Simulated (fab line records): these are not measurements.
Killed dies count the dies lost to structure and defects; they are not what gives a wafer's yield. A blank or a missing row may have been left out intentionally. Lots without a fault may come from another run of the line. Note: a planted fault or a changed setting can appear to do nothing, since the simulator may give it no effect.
Chamber matching -- flow gf180mcu -- GF_V4_CMP_04 on cmp-02 has 4 sister chambers
The step polishes SiO2. 8 wafers are shown with their chamber, then 8 later ones without.

== EACH WAFER AND ITS CHAMBER ==
wafer,chamber,motor_current_A (A),time_to_endpoint_s (s)
L214.6,3,11.7,79
L218.6,2,10.5,79
L217.1,2,10.0,74
L217.3,0,12.4,78
L220.2,1,13.0,72
L220.4,0,12.9,77
L220.6,3,12.4,76
L226.1,1,13.2,72

== WAFERS WHOSE CHAMBER IS MISSING ==
wafer,motor_current_A (A),time_to_endpoint_s (s)
L226.2,12.6,79
L226.3,12.0,80
L230.1,12.3,90
L230.5,11.9,84
L230.6,10.2,88
L231.3,12.9,81
L231.5,12.4,89
L231.6,9.8,89

== THE CHAMBER EACH PASSED THROUGH ==
wafer,from the rows above,in truth
L226.2,can't be placed: 0 or 3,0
L226.3,can't be placed: 3 or 0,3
L230.1,can't be placed: 3 or 0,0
L230.5,can't be placed: 3 or 0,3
L230.6,can't be placed: 2 or 3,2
L231.3,can't be placed: 0 or 3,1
L231.5,can't be placed: 0 or 3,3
L231.6,2,2
1 of 8 placed correctly. Not placeable from these rows: 7 (in 6, the candidates include the true chamber). Placed wrongly: 0.
How it was worked out, from the rows above alone: a wafer's distance from a chamber is the root of the sum, over the readings, of the square of ((its reading less the chamber's mean) divided by the reading's scatter). If the next closest chamber is less than 2 further off than the closest, the wafer can't be placed; otherwise it belongs to the closest. Each chamber's mean is taken over the wafers shown for it. The scatter: take each reading less its chamber's mean, square it, sum over the shown wafers, divide by the number of wafers less the number of chambers, and take the root.
